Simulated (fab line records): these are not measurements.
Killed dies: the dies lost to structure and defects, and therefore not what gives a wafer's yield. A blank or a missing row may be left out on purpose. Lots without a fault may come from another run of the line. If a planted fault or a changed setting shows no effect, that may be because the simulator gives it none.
fab line records	flow sky130
record lots=6	wafers=18	last-day=50
route steps=708 shown FIELD_ISO@6 PAD_OPEN@708
lots with no fault: from the same line, run without faults
start-h: hours from the record's opening day to when the first of the lot's shown wafers began	wait-h: how many hours have passed since the lot's step before this one	" unchanged from the row above	L1.1+2: several wafers, shown together as one row	- no value present, or no start provided	* or withheld: withheld	< > ~ a bound
route shown NAME@n: a module of which the file shows steps, and the number in the route of the first	usual: mean/standard deviation taken from wafers without a fault	same: alike in all rows	chamber/n: place in a boat	sites: readings site by site	_std_site: the values' standard deviation	_edge_site: outer sites' mean less inner sites'	radius-mm: for every site, how far away it sits from the centre of the wafer	mask NAME#n: copy n	behind: the last tool/chamber to shape the wafer	hold: what put the lot on hold/how long, in hours/how the hold closed	device: whichever transistor did not switch (one of n, p or np)	end of line: the same wafers' tests at the end of the route	for a step that has no rows: nothing shown but its recipe	killed: count of dies lost to structure and defects at first sort (not the wafer's yield)	map: the dies of a wafer, with x for killed, . for not killed, _ for no die there
set.NAME: setting as actually run; set.NAME@STEP: the setting as run at that earlier step	model.NAME: the simulator's own value behind a step, which no gauge read
lots at selected steps of the route; one table per step, one row per wafer
services: when a tool's chamber went out of use (start-h, in hours from the record's first day, below 0 if earlier), for how many hours, and the reason
## steps
# step SKY_FIELD_ISO_DEHYDRATE_05
# recipe temp-c=200	time-s=60
# step SKY_FIELD_ISO_HMDS_06
# recipe prime-time-s=60	prime-temp-c=120
# step SKY_FIELD_ISO_COAT_07
# recipe resist=BARC	temp-c=withheld	time-s=withheld	spin-rpm=3000	resist-thk-nm=60
# step SKY_FIELD_ISO_COAT_08
# recipe resist=KrF-thick	spin-rpm=3000	resist-thk-nm=450
# step SKY_FIELD_ISO_SOFTBAKE_09
# recipe temp-c=100	time-s=90	resist=KrF-thick
# step SKY_FIELD_ISO_EXPOSE_10
# recipe mask-id=FOM	na=0.68	source-shape=annular	sigma-inner=0.4	sigma-outer=0.8	target-cd-nm=150	dose-mj=28
# step SKY_FIELD_ISO_PEB_11
# recipe peb-temp-c=withheld	peb-time-s=withheld	resist=KrF-thick
# step SKY_FIELD_ISO_DEVELOP_12
# recipe develop-time-s=60	resist=KrF-thick	dev-temp-c=21
# step SKY_FIELD_ISO_CD_MEAS_13
# recipe target-cd-nm=150
# usual cd-nm=149.9/1.3
lot.wafer	tool	chamber	start-h	wait-h	cd-nm
L736.1	cd-sem-02	-	27.89	-	150.3
L736.2	"	-	"	"	151.3
L736.6	"	-	"	"	151.1
L742.1	cd-sem-02	-	66.59	-	148.5
L742.3	"	-	"	"	147.8
L742.4	"	-	"	"	150.1
L752.2	cd-sem-02	-	113.96	-	150.6
L752.4	"	-	"	"	147.6
L752.5	"	-	"	"	149.0
L754.2	cd-sem-01	-	122.01	-	150.0
L754.3	"	-	"	"	149.5
L754.4	"	-	"	"	148.9
L755.1	cd-sem-01	-	127.73	-	150.9
L755.4	"	-	"	"	149.5
L755.5	"	-	"	"	150.9
L759.2	cd-sem-02	-	149.76	-	148.8
L759.4	"	-	"	"	149.5
L759.6	"	-	"	"	149.3
# step SKY_FIELD_ISO_ETCH_14
# recipe chemistry=N2/H2	target=BARC	ion-energy-ev=200	source-w=500	bias-w=100	pressure-mtorr=30	n2-flow-sccm=100	h2-flow-sccm=200	stop-on=SiO2	time-s=45.9	target-depth-a=600
# usual drypump-motor-current-A=5.6/0.39	oes-product-au=0.854/0.0049	rf-fwd-power-W=495.9/2.4	run-length-s=74.2/0.44	throttle-valve-pct=13.224/0.0087
lot.wafer	tool	chamber	start-h	wait-h	drypump-motor-current-A	oes-product-au	rf-fwd-power-W	rf-hours-counter-h	run-length-s	throttle-valve-pct
L736.1	rie-diel-01	2	28.01	0.1	5.8	0.862	494.4	63	74.5	13.225
L736.2	"	1	"	"	5.7	0.850	493.7	5	74.1	13.214
L736.6	"	2	"	"	5.8	0.850	494.0	-	73.7	13.237
L742.1	rie-diel-02	3	66.71	0.1	5.2	0.853	498.6	21	74.1	13.214
L742.3	"	1	"	"	5.3	0.853	492.9	94	73.7	13.219
L742.4	"	0	"	"	6.6	0.846	496.3	9	74.3	13.237
L752.2	rie-diel-02	1	114.06	0.1	5.3	0.856	495.5	95	73.9	13.221
L752.4	"	2	"	"	5.5	0.850	492.1	3	74.5	13.213
L752.5	"	3	"	"	5.2	0.859	497.7	-	74.2	13.228
L754.2	rie-diel-01	1	122.11	0.1	5.7	0.849	492.7	7	73.8	13.217
L754.3	"	3	"	"	5.8	0.860	499.0	54	73.9	13.234
L754.4	"	0	"	"	6.2	0.849	494.2	108	73.5	13.227
L755.1	rie-diel-02	0	127.85	0.1	6.5	0.848	497.4	10	74.2	13.223
L755.4	"	1	"	"	5.3	0.848	495.1	95	73.6	13.212
L755.5	"	2	"	"	5.5	0.857	489.7	-	74.5	13.223
L759.2	rie-diel-01	1	149.86	0.1	5.8	0.858	495.3	7	74.1	13.215
L759.4	"	0	"	"	6.2	0.856	493.3	-	73.6	13.216
L759.6	"	3	"	"	5.8	0.858	497.7	-	73.9	13.238
# step SKY_FIELD_ISO_ETCH_15
# recipe chemistry=CHF3/O2	target-depth-nm=180	stop-on=Si	source-w=600	bias-w=200	pressure-mtorr=40	chf3-flow-sccm=50	O2_flow_sccm=5	time-s=72
# usual drypump-motor-current-A=5.6/0.39	oes-product-au=0.945/0.0067	rf-fwd-power-W=595.9/2.2	run-length-s=100.3/0.48	throttle-valve-pct=8.844/0.0089
lot.wafer	tool	chamber	start-h	wait-h	drypump-motor-current-A	oes-product-au	rf-fwd-power-W	rf-hours-counter-h	run-length-s	throttle-valve-pct
L736.1	rie-diel-01	2	28.05	0.0	5.8	0.949	597.6	63	99.8	8.834
L736.2	"	1	"	"	5.7	0.940	592.2	5	100.3	8.837
L736.6	"	2	"	"	5.8	0.934	596.3	-	100.0	8.824
L742.1	rie-diel-02	3	66.75	0.0	5.2	0.950	597.2	21	100.9	8.853
L742.3	"	1	"	"	5.2	0.952	593.0	94	99.5	8.835
L742.4	"	0	"	"	6.5	0.941	593.0	9	101.0	8.849
L752.2	rie-diel-02	1	114.10	0.0	5.2	0.952	594.1	95	100.1	8.847
L752.4	"	2	"	"	5.5	0.945	590.9	3	101.0	8.850
L752.5	"	3	"	"	5.2	0.941	593.6	-	100.3	8.852
L754.2	rie-diel-01	1	122.15	0.0	5.7	0.953	594.2	7	100.4	8.839
L754.3	"	3	"	"	5.8	0.951	598.3	54	100.1	8.843
L754.4	"	0	"	"	6.2	0.951	597.7	108	99.4	8.830
L755.1	rie-diel-02	0	127.89	0.0	6.6	0.935	592.6	10	100.2	8.845
L755.4	"	1	"	"	5.2	0.943	597.7	95	99.9	8.847
L755.5	"	2	"	"	5.5	0.931	591.9	-	100.9	8.846
L759.2	rie-diel-01	1	149.90	0.0	5.7	0.946	594.5	7	100.0	8.840
L759.4	"	0	"	"	6.2	0.943	595.5	-	99.4	8.852
L759.6	"	3	"	"	5.8	0.940	598.6	-	99.8	8.844
# step SKY_FIELD_ISO_STRIP_16
# recipe chemistry=O2/N2	power-w=1400	pressure-mtorr=1500	platen-temp-c=withheld	o2-flow-sccm=3000	n2-flow-sccm=300	overash-fraction=0.5
# usual drypump-motor-current-A=5.6/0.62	oes-product-au=0.377/0.0052	strip-time-to-endpoint-s=3.53/0.05
lot.wafer	tool	chamber	start-h	wait-h	drypump-motor-current-A	oes-product-au	rf-hours-counter-h	strip-time-to-endpoint-s
L736.1	plasma-asher-03	0	28.11	0.0	4.9	0.373	36	3.63
L736.2	"	1	"	"	6.3	0.377	36	3.54
L736.6	"	1	"	"	6.3	0.377	-	3.61
L742.1	plasma-asher-01	0	66.81	0.0	6.4	0.373	37	3.55
L742.3	"	0	"	"	6.4	0.376	-	3.49
L742.4	"	1	"	"	5.6	0.392	-	3.54
L752.2	plasma-asher-01	0	114.16	0.0	6.3	0.371	42	3.46
L752.4	"	0	"	"	6.4	0.380	-	3.48
L752.5	"	0	"	"	6.4	0.375	-	3.52
L754.2	plasma-asher-01	0	122.21	0.0	6.4	0.379	43	3.52
L754.3	"	0	"	"	6.4	0.373	-	3.47
L754.4	"	1	"	"	5.6	0.372	-	3.51
L755.1	plasma-asher-02	1	127.95	0.0	5.4	0.378	46	3.53
L755.4	"	1	"	"	5.4	0.380	-	3.49
L755.5	"	0	"	"	4.9	0.378	-	3.50
L759.2	plasma-asher-01	0	149.96	0.0	6.5	0.387	45	3.55
L759.4	"	1	"	"	5.6	0.378	-	3.54
L759.6	"	1	"	"	5.6	0.375	-	3.52
# step SKY_FIELD_ISO_ETCH_17
# recipe target-depth-a=3420	mask-material=Si3N4	chemistry=HBr/Cl2/O2	target=Si	taper-deg=5	icp-w=600	bias-w=150	pressure-mtorr=15	HBr_flow_sccm=150	Cl2_flow_sccm=40	O2_flow_sccm=6	time-s=97.7
# usual drypump-motor-current-A=5.8/0.49	oes-product-au=1.000/0.014	rf-fwd-power-W=596.3/1.9	run-length-s=125.9/0.45	throttle-valve-pct=25.656/0.011
lot.wafer	tool	chamber	start-h	wait-h	drypump-motor-current-A	oes-product-au	rf-fwd-power-W	rf-hours-counter-h	run-length-s	throttle-valve-pct	model.etch.depth-nm	model.FIELD_ISO.feature-depth-nm
L736.1	rie-si-02	3	28.21	0.1	5.9	1.019	601.3	135	125.7	25.655	351.1	351.1
L736.2	"	2	"	"	5.7	1.021	596.2	72	125.8	25.641	352.5	352.5
L736.6	"	2	"	"	5.7	1.022	595.1	-	125.6	25.635	353.3	353.3
L742.1	rie-si-01	2	66.91	0.1	6.7	0.986	596.9	60	126.1	25.665	332.7	332.7
L742.3	"	0	"	"	5.9	0.981	596.2	23	125.6	25.683	332.2	332.2
L742.4	"	3	"	"	6.1	0.999	594.4	40	126.6	25.654	341	341
L752.2	rie-si-02	2	114.26	0.1	5.7	1.021	-	73	116.1	25.637	318.2	318.2
L752.4	"	3	"	"	5.9	1.007	594.8	136	125.3	25.654	348.4	348.4
L752.5	"	3	"	"	5.9	1.021	595.3	-	125.6	25.643	349.6	349.6
L754.2	rie-si-02	3	122.31	0.1	5.9	1.014	596.8	136	125.6	25.661	344.5	344.5
L754.3	"	1	"	"	4.8	0.992	593.8	82	126.0	25.642	339	339
L754.4	"	2	"	"	5.7	1.015	-	73	115.9	25.652	317.3	317.3
L755.1	rie-si-01	3	128.05	0.1	6.1	0.984	595.0	41	126.4	25.662	338.8	338.8
L755.4	"	2	"	"	6.6	0.998	600.0	-	126.1	25.662	337.5	337.5
L755.5	"	0	"	"	5.9	0.975	594.1	-	125.5	25.650	332.2	332.2
L759.2	rie-si-01	1	150.06	0.1	5.6	0.980	597.5	0	125.8	25.665	335.9	335.9
L759.4	"	2	"	"	6.7	0.985	599.5	61	126.3	25.673	335.3	335.3
L759.6	"	2	"	"	6.7	0.994	600.4	-	126.6	25.658	336.9	336.9
# step SKY_FIELD_ISO_WET_ETCH_18
# recipe chemistry=H3PO4	target-depth-nm=25	temp-c=160	target=Si3N4	time-s=286
# step SKY_PAD_OPEN_PROBE_99
# usual killed_at_M0_to_M3=43/7	killed_at_M4_up=3.1/1.9	killed-at-contacts=25/6.1	killed-at-front-end=15/4.5	killed-at-other=0.3/0.55	killed-dies=87/8.9	killed-open=47/6.4	killed-short=40/6.6
# same gross-dies=492	killed-at-back-side=0
lot.wafer	tool	chamber	start-h	wait-h	killed_at_M0_to_M3	killed_at_M4_up	killed-at-contacts	killed-at-front-end	killed-at-other	killed-dies	killed-open	killed-short	model.etest.res_p_drift_20v.line-ohm-um	model.etest.res_p_drift_20v.rs-ohm-sq	model.etest.pfet_16v.r-on-ohm-um	model.etest.res-iso-pwell.rs-ohm-sq	model.etest.res-iso-pwell.line-ohm-um	model.etest.res-nwell.line-ohm-um	model.etest.res-nwell.rs-ohm-sq	model.etest.pfet_16v.drive-ua-um
L736.1	prober-02	-	1091.20	0.1	54	3	25	17	0	99	53	46	1.366e+04	1.151e+04	1.579e+04	3743	1420	1092	932.2	241.5
L736.2	prober-02	-	1091.25	0.1	47	1	42	12	0	102	58	44	1.364e+04	1.152e+04	1.591e+04	3780	1435	1087	939.4	239.2
L736.6	prober-02	-	1091.45	0.2	38	0	20	20	1	79	48	31	1.326e+04	1.132e+04	1.588e+04	3694	1413	1100	932.3	242.8
L742.1	prober-02	-	1121.72	0.1	42	4	21	22	0	89	47	42	1.128e+04	9281	1.483e+04	2939	1110	1044	875.7	247.8
L742.3	prober-02	-	1121.82	0.2	45	4	31	22	1	103	60	43	1.091e+04	9228	1.482e+04	2901	1090	1027	868.9	247.9
L742.4	prober-02	-	1121.87	0.2	43	5	31	14	1	94	48	46	1.177e+04	9813	1.524e+04	3118	1168	1070	898	246.8
L754.2	prober-01	-	1178.44	0.1	32	2	28	20	0	82	53	29	1.173e+04	9780	1.548e+04	3258	1216	1200	1008	244.6
L754.3	prober-01	-	1178.49	0.2	45	3	37	11	0	96	61	33	1.135e+04	9603	1.51e+04	3135	1194	1196	989.1	246.7
L754.4	prober-01	-	1178.54	0.2	33	4	28	15	0	80	41	36	9963	8407	1.426e+04	2636	1005	1098	908.9	256.5
L752.2	prober-02	-	1178.61	0.1	47	2	14	26	0	89	53	36	1.048e+04	8843	1.466e+04	2974	1118	1114	941.2	252.6
L752.4	prober-02	-	1178.71	0.2	34	6	29	17	0	86	46	40	1.245e+04	1.045e+04	1.622e+04	3925	1469	1254	1050	234.2
L752.5	prober-02	-	1178.76	0.2	39	2	37	18	0	96	47	49	1.248e+04	1.053e+04	1.636e+04	3944	1482	1228	1051	234.4
L755.1	prober-01	-	1185.26	0.1	53	1	21	18	0	93	50	43	1.081e+04	9220	1.483e+04	3173	1213	1078	910.2	253
L755.4	prober-01	-	1185.41	0.2	47	0	27	20	1	95	47	48	1.103e+04	9297	1.506e+04	3273	1229	1085	915.2	252.9
L755.5	prober-01	-	1185.46	0.2	48	3	22	11	0	84	43	41	1.039e+04	8822	1.461e+04	3036	1126	1058	894.8	255.5
L759.2	prober-01	-	1204.32	0.1	48	3	29	12	1	93	43	50	1.178e+04	9726	1.5e+04	2887	1086	1128	951.3	245.8
L759.4	prober-01	-	1204.42	0.2	42	1	25	23	0	91	49	42	1.161e+04	9510	1.491e+04	2826	1067	1115	933.9	245.4
L759.6	prober-01	-	1204.52	0.2	45	2	28	18	0	93	55	38	1.186e+04	9954	1.504e+04	2960	1119	1162	964.4	248.2
# killed by level:class
L736.1 VIA1:geometric-particle:open=15 CONTACT:geometric-particle:open=11 VIA1:geometric-particle:short=8 FIELD_ISO:geometric-particle:short=7 METAL2:geometric-particle:short=6 FIELD_ISO:geometric-particle:open=5 VIA2:geometric-particle:open=5 VIA3:geometric-particle:open=5
L736.2 CONTACT:geometric-particle:open=15 VIA1:geometric-particle:open=14 LI_CONTACT:geometric-particle:open=9 CONTACT:geometric-particle:short=8 VIA2:geometric-particle:open=8 LI_CONTACT:geometric-particle:short=7 METAL3:geometric-particle:short=6 VIA1:geometric-particle:short=5
L736.6 VIA3:geometric-particle:open=10 VIA2:geometric-particle:open=8 CONTACT:geometric-particle:open=6 LOCAL_INTERCONNECT:geometric-particle:short=6 FIELD_ISO:geometric-particle:short=5 LI_CONTACT:geometric-particle:open=5 VIA1:geometric-particle:open=5 METAL2:geometric-particle:short=5
L742.1 CONTACT:geometric-particle:open=12 FIELD_ISO:geometric-particle:short=9 METAL1:geometric-particle:short=8 FIELD_ISO:geometric-particle:open=7 VIA2:geometric-particle:open=6 VIA1:geometric-particle:short=6 VIA1:geometric-particle:open=6 VIA3:geometric-particle:open=4
L742.3 LI_CONTACT:geometric-particle:open=13 CONTACT:geometric-particle:open=10 VIA1:geometric-particle:open=9 FIELD_ISO:geometric-particle:short=7 CONTACT:geometric-particle:short=6 METAL1:geometric-particle:short=6 POLY_GATE:geometric-particle:open=5 METAL2:geometric-particle:open=5
L742.4 LI_CONTACT:geometric-particle:open=9 VIA2:geometric-particle:open=9 LOCAL_INTERCONNECT:geometric-particle:short=8 FIELD_ISO:geometric-particle:short=6 VIA1:geometric-particle:open=6 CONTACT:geometric-particle:open=6 METAL1:geometric-particle:short=6 VIA1:geometric-particle:short=4
L754.2 CONTACT:geometric-particle:open=16 FIELD_ISO:geometric-particle:open=8 VIA1:geometric-particle:open=8 VIA1:geometric-particle:short=5 FIELD_ISO:geometric-particle:short=4 METAL2:geometric-particle:short=4 POLY_GATE:geometric-particle:open=4 VIA3:geometric-particle:open=4
L754.3 CONTACT:geometric-particle:open=17 VIA1:geometric-particle:open=11 VIA2:geometric-particle:open=10 VIA3:geometric-particle:open=8 LOCAL_INTERCONNECT:geometric-particle:short=7 METAL2:geometric-particle:short=7 LI_CONTACT:geometric-particle:open=6 VIA1:geometric-particle:short=4
L754.4 CONTACT:geometric-particle:open=13 VIA1:geometric-particle:open=7 METAL1:geometric-particle:short=6 LI_CONTACT:geometric-particle:open=6 CONTACT:geometric-particle:short=6 VIA3:geometric-particle:open=6 FIELD_ISO:geometric-particle:short=5 METAL2:geometric-particle:short=5
L752.2 VIA1:geometric-particle:open=12 VIA2:geometric-particle:open=11 VIA1:geometric-particle:short=7 CONTACT:geometric-particle:open=6 FIELD_ISO:geometric-particle:open=6 POLY_GATE:geometric-particle:open=6 FIELD_ISO:geometric-particle:short=5 POLY_GATE:geometric-particle:short=5
L752.4 CONTACT:geometric-particle:open=13 VIA1:geometric-particle:open=9 FIELD_ISO:geometric-particle:open=6 CONTACT:geometric-particle:short=6 METAL4:geometric-particle:short=6 FIELD_ISO:geometric-particle:short=5 LI_CONTACT:geometric-particle:open=5 VIA2:geometric-particle:open=5
L752.5 CONTACT:geometric-particle:open=14 VIA2:geometric-particle:open=8 METAL2:geometric-particle:short=8 VIA1:geometric-particle:open=7 LI_CONTACT:geometric-particle:short=6 LI_CONTACT:geometric-particle:open=6 CONTACT:geometric-particle:short=6 FIELD_ISO:geometric-particle:short=5
L755.1 VIA3:geometric-particle:open=13 CONTACT:geometric-particle:open=10 METAL2:geometric-particle:short=10 VIA1:geometric-particle:open=7 VIA2:geometric-particle:open=7 FIELD_ISO:geometric-particle:short=6 LI_CONTACT:geometric-particle:open=5 POLY_GATE:geometric-particle:short=4
L755.4 VIA1:geometric-particle:open=13 CONTACT:geometric-particle:open=8 POLY_GATE:geometric-particle:open=6 LOCAL_INTERCONNECT:geometric-particle:short=6 VIA3:geometric-particle:open=6 METAL1:geometric-particle:short=6 METAL2:geometric-particle:short=6 VIA1:geometric-particle:short=5
L755.5 CONTACT:geometric-particle:open=11 VIA1:geometric-particle:open=10 VIA3:geometric-particle:open=9 VIA2:geometric-particle:open=6 METAL1:geometric-particle:short=6 POLY_GATE:geometric-particle:short=5 METAL2:geometric-particle:short=5 VIA1:geometric-particle:short=4
L759.2 VIA1:geometric-particle:open=11 VIA1:geometric-particle:short=10 CONTACT:geometric-particle:open=9 LI_CONTACT:geometric-particle:open=7 LI_CONTACT:geometric-particle:short=6 CONTACT:geometric-particle:short=6 METAL2:geometric-particle:short=6 FIELD_ISO:geometric-particle:short=5
L759.4 VIA1:geometric-particle:open=10 FIELD_ISO:geometric-particle:open=8 LI_CONTACT:geometric-particle:open=7 METAL1:geometric-particle:short=7 POLY_GATE:geometric-particle:open=6 CONTACT:geometric-particle:open=6 LOCAL_INTERCONNECT:geometric-particle:short=6 POLY_GATE:geometric-particle:short=4
L759.6 CONTACT:geometric-particle:open=16 VIA1:geometric-particle:open=9 VIA2:geometric-particle:open=8 VIA3:geometric-particle:open=7 POLY_GATE:geometric-particle:short=6 FIELD_ISO:geometric-particle:short=5 METAL1:geometric-particle:short=5 LI_CONTACT:geometric-particle:open=5
## services
tool	chamber	start-h	hours	kind
rie-diel-02	1	8.85	12.5	repair
rie-si-01	0	13.40	6.8	repair
rie-diel-01	1	18.14	4.7	repair
rie-si-02	0	23.10	-	clean
rie-si-02	0	23.10	33.0	scheduled-down
rie-si-02	0	23.10	33.0	vent-cycle
rie-diel-01	2	52.23	9.1	repair
rie-si-01	-	60.54	0.9	repair
rie-diel-02	-	74.72	14.6	pm
rie-si-01	-	79.47	2.8	pm
rie-diel-02	-	95.29	1.7	repair
plasma-asher-03	-	108.75	9.0	pm
plasma-asher-03	0	108.75	9.0	vent-cycle
plasma-asher-03	1	108.75	9.0	vent-cycle
plasma-asher-03	-	110.28	3.5	repair
rie-si-01	1	114.14	-	clean
rie-si-01	1	114.14	14.8	scheduled-down
rie-si-01	1	114.14	14.8	vent-cycle
plasma-asher-03	0	117.75	-	clean
plasma-asher-03	1	117.75	-	clean
rie-diel-01	2	143.76	25.7	repair
rie-si-02	3	144.38	-	clean
rie-si-02	3	144.38	15.6	scheduled-down
rie-si-02	3	144.38	15.6	vent-cycle
## key
first-sign step=SKY_FIELD_ISO_ETCH_17	reading=run-length-s	direction=down	sigmas=22	usual=*	struck=*
effect none on later readings
model-effect step=SKY_FIELD_ISO_ETCH_17	value=etch.depth-nm	without=351.2	struck=317.8
model-effect step=SKY_PAD_OPEN_PROBE_99	value=etest.res_p_drift_20v.line-ohm-um	without=1.24e+04	struck=1.022e+04
met-at SKY_FIELD_ISO_ETCH_17
struck-wafers L752.2,L754.4
tester-left-out L752,L754
onset-between 28.21 114.26
fault kind=process-parameter-drift	tool=rie-si-02	chamber=2	onset-h=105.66	steps=SKY_FIELD_ISO_ETCH_17	channel=time-s	offset=*	shape=step	end-h=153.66	acts-in=*	stated=*
# tester-left-out: of these lots the tester's yield and bins aren't shown, on N5 and GAA mostly nor the transistor test; their killed dies are dies lost to structure and defects alone, not to doping, threshold or leakage, so they don't give the yield
